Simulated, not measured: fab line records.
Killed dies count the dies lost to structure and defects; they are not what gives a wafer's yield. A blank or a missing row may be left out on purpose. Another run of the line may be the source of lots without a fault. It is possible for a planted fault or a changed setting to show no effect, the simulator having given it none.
fab line records	flow sky130
record: lots: 7	wafers: 17	last-day: 50
route steps=708 shown VIA4@639 PAD_OPEN@708
lots untouched by any fault: they come from a run of this same line in which no faults occurred
start-h: start of the lot's first displayed wafer, in hours after the record's first day	wait-h: hours from the lot's prior step to this one	" same as the row above	L1.1+2: a single row standing in for several wafers	- value missing, or start not given	* or withheld: withheld	< > ~ a bound
route shown NAME@n: a module of which the file shows steps, and the number in the route of the first	usual: mean and standard deviation over wafers with no fault	same: alike in all rows	chamber/n: place in a boat	sites: the reading at each site	_std_site: the values' standard deviation	_edge_site: the outer-site mean with the inner-site mean subtracted	radius-mm: for every site, how far away it sits from the centre of the wafer	mask NAME#n: copy n	behind: the last tool/chamber to shape the wafer	hold: reason for holding the lot/hours on hold/outcome of the hold	device: whichever transistor did not switch (one of n, p or np)	end of line: the same wafers' tests at the end of the route	a step with no rows: only its recipe	killed: dies that structure and defects cost at the first sort, which is not the same as the wafer's yield	map: shows each die of a wafer: x if killed, . if not, _ if none is there
set.NAME: the setting as run; set.NAME@STEP: as run at that earlier step	model.NAME: the simulator's own value behind a step, which no gauge read
lots at selected steps of the route; one table per step, one row per wafer
services: from which hour (start-h, from the record's first day; less than 0 if before it) a tool's chamber was out of use, for how many hours, and why
== steps ==
step: SKY_VIA4_HDPCVD_00
recipe: material: SiO2	target-thk-nm: 1750	sigma-open-frac: 0.3	time-s: 291.7	temp-c: 400	sih4-flow-sccm: 60	pressure-mtorr: 6
step: SKY_VIA4_THK_MEAS_01
recipe: reads: SiO2_of_VIA4_HDPCVD_00
usual: VIA4_HDPCVD_THK: 1749/18
lot.wafer	tool	chamber	start-h	wait-h	VIA4_HDPCVD_THK[nm]
L451.2	film-metro-03	-	1014.76	0.1	1720
L451.5	"	-	"	"	1725
L451.6	"	-	"	"	1715
L453.1	film-metro-03	-	1026.95	0.1	1759
L453.2	"	-	"	"	1755
L453.4	"	-	"	"	1783
L452.4	film-metro-01	-	1031.07	0.0	1784
L454.1	film-metro-01	-	1035.02	0.1	1734
L456.1	film-metro-04	-	1049.99	0.1	1761
L456.2	"	-	"	"	1777
L456.4	"	-	"	"	1772
L461.1	film-metro-04	-	1074.29	0.2	1748
L461.4	"	-	"	"	1739
L461.5	"	-	"	"	1738
L470.1	film-metro-03	-	1132.28	0.1	1740
L470.4	"	-	"	"	1770
L470.5	"	-	"	"	1753
step: SKY_VIA4_CMP_02
recipe: material: SiO2	down-force-psi: 4	platen-rpm: 60	pad-velocity-m-s: 0.94248
usual: motor-current-A: 12.0/0.84
lot.wafer	tool	chamber	start-h	wait-h	motor-current-A
L451.2	cmp-02	1	1016.53	1.8	12.2
L451.5	"	2	"	"	11.3
L451.6	"	3	"	"	13.1
L453.4	cmp-02	0	1027.01	0.0	12.3
L453.2	"	1	"	"	12.0
L453.1	"	2	"	"	11.0
L452.4	cmp-02	0	1031.25	0.2	12.0
L454.1	cmp-01	0	1035.13	0.1	12.2
L456.2	cmp-02	3	1050.05	0.0	12.7
L456.1	"	0	"	"	12.7
L456.4	"	1	"	"	12.5
L461.4	cmp-01	3	1074.62	0.3	10.6
L461.1	"	0	"	"	12.5
L461.5	"	2	"	"	13.2
L470.4	cmp-02	3	1132.34	0.0	13.1
L470.1	"	2	"	"	11.4
L470.5	"	3	"	"	12.6
step: SKY_VIA4_BOW_MEAS_03
recipe: mode: bow
usual: VIA4_BOW: 81/8
lot.wafer	tool	chamber	start-h	wait-h	VIA4_BOW[um]
L451.2	film-metro-03	-	1016.70	0.1	72
L451.5	"	-	"	"	80
L451.6	"	-	"	"	71
L453.1	film-metro-03	-	1027.31	0.1	89
L453.2	"	-	"	"	88
L453.4	"	-	"	"	81
L452.4	film-metro-03	-	1031.46	0.2	64
L454.1	film-metro-04	-	1035.38	0.2	81
L456.1	film-metro-04	-	1050.37	0.2	74
L456.2	"	-	"	"	88
L456.4	"	-	"	"	75
L461.1	film-metro-01	-	1074.87	0.1	101
L461.4	"	-	"	"	94
L461.5	"	-	"	"	82
L470.1	film-metro-03	-	1132.64	0.1	76
L470.4	"	-	"	"	72
L470.5	"	-	"	"	75
step: SKY_VIA4_DEHYDRATE_04
recipe: temp-c: 200	time-s: 60
step: SKY_VIA4_HMDS_05
recipe: prime-time-s: 60	prime-temp-c: 120
step: SKY_VIA4_COAT_06
recipe: resist: NOVOLAK	spin-rpm: 3000	resist-thk-nm: 1140
step: SKY_VIA4_SOFTBAKE_07
recipe: temp-c: 90	time-s: 60	resist: NOVOLAK
step: SKY_VIA4_EXPOSE_08
recipe: mask-id: VIM4	na: 0.6	source-shape: conventional	sigma-outer: 0.6	polarization: unpolarized	target-cd-nm: 800	dose-mj: 132
step: SKY_VIA4_PEB_09
recipe: temp-c: withheld	time-s: *	resist: NOVOLAK
step: SKY_VIA4_DEVELOP_10
recipe: resist: NOVOLAK	developer: TMAH	develop-time-s: 60	dev-temp-c: 23
step: SKY_VIA4_OVL_MEAS_11
usual: VIA4_OVL: 0.3/1.1
lot.wafer	tool	chamber	start-h	wait-h	VIA4_OVL[nm]
L451.2	overlay-02	-	1038.00	0.1	1.1
L451.5	"	-	"	"	1.1
L451.6	"	-	"	"	1.5
L453.1	overlay-01	-	1049.00	0.1	-2.3
L453.2	"	-	"	"	-1.2
L453.4	"	-	"	"	-2.7
L452.4	overlay-01	-	1052.82	0.1	-0.7
L454.1	overlay-01	-	1056.90	0.1	0.4
L456.1	overlay-02	-	1071.69	0.1	1.6
L456.2	"	-	"	"	1.1
L456.4	"	-	"	"	0.6
L461.1	overlay-02	-	1096.41	0.1	-0.4
L461.4	"	-	"	"	0.8
L461.5	"	-	"	"	0.9
L470.1	overlay-01	-	1151.05	0.1	-0.3
L470.4	"	-	"	"	1.1
L470.5	"	-	"	"	0.9
step: SKY_VIA4_ETCH_12
recipe: target: SiO2	chemistry: C4F8/O2/Ar	stop-on: TiN	mask-material: NOVOLAK	source-w: 1500	bias-w: 1200	pressure-mtorr: 40	c4f8-flow-sccm: withheld	O2_flow_sccm: 6	Ar_flow_sccm: 300	time-s: withheld	target-depth-a: 5800
usual: oes-product-au: 0.926/0.0053	rf-fwd-power-W: 1490/5.1
lot.wafer	tool	chamber	start-h	wait-h	oes-product-au	rf-fwd-power-W	model.NOVOLAK_of_VIA4_COAT_06.thk-nm
L451.2	rie-diel-04	1	1038.03	0.0	0.920	1489	1010
L451.5	"	1	"	"	0.930	1491	1011
L451.6	"	0	"	"	0.922	1496	1013
L453.1	rie-diel-04	1	1049.03	0.0	0.926	1493	1013
L453.2	"	2	"	"	0.921	1249	1023
L453.4	"	3	"	"	0.924	1480	1013
L452.4	rie-diel-04	2	1052.83	0.0	0.917	1244	1026
L454.1	rie-diel-04	2	1056.93	0.0	0.926	1249	1024
L456.1	rie-diel-01	1	1071.73	0.0	0.934	1484	1014
L456.2	"	2	"	"	0.915	1485	1006
L456.4	"	3	"	"	0.920	1489	1009
L461.1	rie-diel-02	3	1096.44	0.0	0.922	1480	1020
L461.4	"	1	"	"	0.931	1489	1013
L461.5	"	0	"	"	0.925	1477	1008
L470.1	rie-diel-02	0	1151.09	0.0	0.926	1497	1009
L470.4	"	2	"	"	0.922	1496	1012
L470.5	"	2	"	"	0.925	1489	1009
step: SKY_VIA4_STRIP_13
recipe: chemistry: O2/N2	power-w: 1400	pressure-mtorr: 1500	platen-temp-c: withheld	o2-flow-sccm: 3000	n2-flow-sccm: 300	overash-fraction: 0.5
usual: drypump-motor-current-A: 5.8/0.44	oes-product-au: 0.710/0.0044	strip-time-to-endpoint-s: 12.82/0.036
same: overash-fraction: 0.5
lot.wafer	tool	chamber	start-h	wait-h	drypump-motor-current-A	oes-product-au	rf-hours-counter-h	strip-time-to-endpoint-s
L451.2	plasma-asher-03	1	1038.10	-	5.6	0.714	120	12.78
L451.5	"	0	"	"	5.5	0.714	-	12.79
L451.6	"	1	"	"	5.6	0.710	-	12.82
L453.1	plasma-asher-02	1	1049.11	-	6.0	0.709	92	12.83
L453.2	"	0	"	"	5.4	0.709	92	12.94
L453.4	"	0	"	"	5.4	0.704	-	12.82
L452.4	plasma-asher-02	1	1052.94	-	6.0	0.710	-	12.97
L454.1	plasma-asher-04	0	1057.01	-	6.3	0.712	31	12.96
L456.1	plasma-asher-02	1	1071.80	-	6.0	0.710	93	12.82
L456.2	"	0	"	"	5.4	0.711	93	12.81
L456.4	"	1	"	"	6.1	0.712	-	12.79
L461.1	plasma-asher-03	1	1096.51	-	5.6	0.719	3	12.91
L461.4	"	0	"	"	5.5	0.708	-	12.83
L461.5	"	1	"	"	5.6	0.705	-	12.78
L470.1	plasma-asher-02	1	1151.16	-	6.1	0.713	101	12.75
L470.4	"	1	"	"	6.0	0.713	-	12.82
L470.5	"	0	"	"	5.4	0.719	-	12.79
step: SKY_VIA4_STRIP_14
recipe: chemistry: post-etch-residue-remover	time-s: 1200	temp-c: 72.5
step: SKY_PAD_OPEN_PROBE_99
lot.wafer	tool	chamber	start-h	wait-h	hold	model.etest.pfet-g5v0d10v5.r-on-ohm-um	model.etest.tip_p_5v.rs-ohm-sq	model.etest.pfet_01v8_lvt.drive-ua-um	model.etest.pfet-g5v0d10v5.off-log10-a-um	model.etest.pfet_01v8_lvt.off-log10-a-um	model.etest.via4-chain.rc-ohm	model.etest.pfet-g5v0d10v5.vt-sat-v	model.etest.pfet_16v.vt-v
L451.2	prober-02	-	1105.82	0.1	-	4852	2875	172.8	-12.61	-9.096	0.8343	-0.6402	-1.111
L451.5	prober-02	-	1105.97	0.2	-	4842	2877	174.9	-12.27	-8.886	0.803	-0.6101	-1.099
L451.6	prober-02	-	1106.02	0.2	-	4796	2848	174.6	-12.44	-8.837	0.8057	-0.6276	-1.097
L453.1	prober-02	-	1117.15	0.1	-	4708	2865	176.1	-12.63	-8.966	0.8218	-0.6439	-1.114
L453.2	prober-02	-	1117.20	0.1	-	4786	2866	173.2	-12.68	-9.006	0.9616	-0.6454	-1.115
L453.4	prober-02	-	1117.30	0.2	-	4764	2899	173.7	-12.95	-9.024	0.7931	-0.677	-1.119
L452.4	prober-01	-	1121.61	0.2	-	4708	2836	179.3	-11.63	-8.413	0.8823	-0.5362	-1.025
L454.1	prober-02	-	1128.92	0.1	await-dispo/4.4h/release	4656	2821	183.7	-11.51	-8.125	1.018	-0.5343	-1.003
L456.1	prober-02	-	1139.85	0.1	-	4645	2885	173.4	-12.86	-9.128	0.7951	-0.6544	-1.106
L456.2	prober-02	-	1139.90	0.1	-	4644	2877	172.9	-12.88	-8.918	0.806	-0.6787	-1.114
L456.4	prober-02	-	1140.00	0.2	-	4709	2876	171.4	-12.71	-9.027	0.8034	-0.6597	-1.115
L461.1	prober-01	-	1159.91	0.1	-	4797	2865	175.6	-12.87	-8.632	0.7867	-0.6475	-1.102
L461.4	prober-01	-	1160.06	0.2	-	4727	2861	174.6	-12.41	-8.741	0.8439	-0.6197	-1.103
L461.5	prober-01	-	1160.11	0.2	-	4917	2871	175.4	-12.64	-9.054	0.8236	-0.6676	-1.102
L470.1	prober-02	-	1204.97	0.1	-	4718	2859	173.9	-12.23	-8.941	0.8254	-0.6044	-1.079
L470.4	prober-02	-	1205.12	0.2	-	4775	2839	175.1	-12.31	-8.929	0.8048	-0.6176	-1.086
L470.5	prober-02	-	1205.17	0.2	-	4699	2837	176.8	-12.17	-8.967	0.8036	-0.5947	-1.076
killed by level:class
L451.2 CONTACT:geometric-particle:open=12 LI_CONTACT:geometric-particle:open=9 POLY_GATE:geometric-particle:short=7 VIA2:geometric-particle:open=7 VIA1:geometric-particle:open=7 METAL4:geometric-particle:short=5 METAL1:geometric-particle:short=4 METAL2:geometric-particle:short=4
L451.5 VIA1:geometric-particle:open=8 CONTACT:geometric-particle:open=6 VIA3:geometric-particle:open=6 FIELD_ISO:geometric-particle:short=5 VIA1:geometric-particle:short=5 VIA2:geometric-particle:short=5 METAL1:geometric-particle:short=4 VIA2:geometric-particle:open=4
L451.6 VIA1:geometric-particle:open=9 FIELD_ISO:geometric-particle:short=8 LI_CONTACT:geometric-particle:open=8 VIA3:geometric-particle:open=7 FIELD_ISO:geometric-particle:open=6 VIA2:geometric-particle:open=6 CONTACT:geometric-particle:short=5 CONTACT:geometric-particle:open=5
L456.1 VIA1:geometric-particle:open=11 LI_CONTACT:geometric-particle:open=10 VIA2:geometric-particle:open=10 CONTACT:geometric-particle:open=8 VIA1:geometric-particle:short=7 FIELD_ISO:geometric-particle:short=6 FIELD_ISO:geometric-particle:open=5 POLY_GATE:geometric-particle:open=5
L456.2 LI_CONTACT:geometric-particle:open=12 VIA1:geometric-particle:open=12 CONTACT:geometric-particle:open=8 VIA2:geometric-particle:open=7 METAL2:geometric-particle:short=7 METAL1:geometric-particle:short=6 FIELD_ISO:geometric-particle:short=5 LI_CONTACT:geometric-particle:short=5
L456.4 VIA1:geometric-particle:open=17 LI_CONTACT:geometric-particle:open=11 VIA2:geometric-particle:open=7 METAL2:geometric-particle:short=6 LOCAL_INTERCONNECT:geometric-particle:short=5 CONTACT:geometric-particle:open=5 VIA3:geometric-particle:open=4 FIELD_ISO:geometric-particle:open=4
L461.1 CONTACT:geometric-particle:open=12 VIA1:geometric-particle:short=10 VIA1:geometric-particle:open=9 VIA2:geometric-particle:open=8 LOCAL_INTERCONNECT:geometric-particle:short=7 METAL1:geometric-particle:short=6 FIELD_ISO:geometric-particle:short=5 LI_CONTACT:geometric-particle:open=4
L461.4 VIA1:geometric-particle:open=15 CONTACT:geometric-particle:open=8 VIA2:geometric-particle:open=7 METAL2:geometric-particle:short=6 POLY_GATE:geometric-particle:short=5 VIA3:geometric-particle:short=5 METAL4:geometric-particle:short=5 LI_CONTACT:geometric-particle:open=4
L461.5 VIA2:geometric-particle:open=10 METAL1:geometric-particle:short=10 CONTACT:geometric-particle:open=8 VIA1:geometric-particle:open=8 LI_CONTACT:geometric-particle:open=6 METAL2:geometric-particle:short=6 CONTACT:geometric-particle:short=5 VIA1:geometric-particle:short=4
L470.1 CONTACT:geometric-particle:open=14 VIA1:geometric-particle:open=10 VIA2:geometric-particle:open=8 LI_CONTACT:geometric-particle:open=7 VIA3:geometric-particle:open=7 VIA3:geometric-particle:short=5 FIELD_ISO:geometric-particle:open=4 LOCAL_INTERCONNECT:geometric-particle:short=4
L470.4 VIA1:geometric-particle:open=12 CONTACT:geometric-particle:open=11 LI_CONTACT:geometric-particle:open=9 VIA1:geometric-particle:short=8 VIA3:geometric-particle:open=8 VIA2:geometric-particle:short=6 CONTACT:geometric-particle:short=5 VIA2:geometric-particle:open=5
L470.5 LI_CONTACT:geometric-particle:open=13 VIA1:geometric-particle:open=9 CONTACT:geometric-particle:open=7 VIA2:geometric-particle:open=7 VIA3:geometric-particle:open=6 FIELD_ISO:geometric-particle:short=5 CONTACT:geometric-particle:short=5 METAL1:geometric-particle:short=5
== services ==
tool	chamber	start-h	hours	kind
cmp-02	-	1011.68	4.4	pm
rie-diel-02	3	1014.20	1.8	repair
cmp-01	-	1014.27	4.6	repair
plasma-asher-03	-	1019.60	2.8	pm
rie-diel-02	0	1029.07	-	clean
rie-diel-02	0	1029.07	24.8	scheduled-down
rie-diel-02	0	1029.07	24.8	vent-cycle
rie-diel-01	2	1047.04	2.9	repair
cmp-01	-	1052.83	3.3	repair
plasma-asher-02	-	1054.45	8.7	repair
plasma-asher-03	-	1055.25	9.0	pm
plasma-asher-03	0	1055.25	9.0	vent-cycle
plasma-asher-03	1	1055.25	9.0	vent-cycle
cmp-02	-	1084.44	4.0	pm
rie-diel-02	3	1086.40	4.4	repair
cmp-02	-	1088.44	-	consumable-replace:conditioner
cmp-02	-	1088.44	-	consumable-replace:pad
cmp-01	-	1088.62	6.0	pm
rie-diel-04	0	1089.95	6.4	repair
rie-diel-01	3	1099.04	2.9	repair
cmp-02	-	1104.17	4.9	pm
rie-diel-04	1	1129.53	2.9	repair
cmp-01	-	1133.41	2.2	repair
rie-diel-04	-	1135.42	14.6	pm
== key ==
first-sign: step: SKY_VIA4_ETCH_12	reading: rf-fwd-power-W	direction: down	sigmas: 48	usual: 1490	struck: 1247
effect: step: SKY_VIA4_STRIP_13	reading: strip-time-to-endpoint-s	direction: up	sigmas: 3.8	usual: *	struck: *
model-effect: step: SKY_VIA4_ETCH_12	value: NOVOLAK_of_VIA4_COAT_06.thk-nm	without: 1016	struck: 1024
model-effect: step: SKY_PAD_OPEN_PROBE_99	value: etest.pfet-g5v0d10v5.r-on-ohm-um	without: 4780	struck: 4716
met-at SKY_VIA4_ETCH_12
struck-wafers L452.4,L453.2,L454.1
sort-left-out L452.4,L453.2,L454.1
tester-left-out L452,L454
earlier-fault: kind: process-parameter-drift	tool: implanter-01	chamber: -	onset-h: 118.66	steps: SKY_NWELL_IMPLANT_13	channel: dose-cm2	offset: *	shape: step	end-h: 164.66	acts-in: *	stated: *
fault: kind: process-parameter-drift	tool: rie-diel-04	chamber: 2	onset-h: 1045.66	steps: SKY_VIA4_ETCH_12	channel: source-w	offset: -240	shape: step	acts-in: these-recipes-only	stated: 1500
tester-left-out: of these lots the tester's yield and bins aren't shown, on N5 and GAA mostly nor the transistor test; their killed dies are dies lost to structure and defects alone, not to doping, threshold or leakage, so they don't give the yield
sort-left-out: the simulated sort isn't trusted on such a fault, so these wafers' sort isn't shown, and their yield isn't known
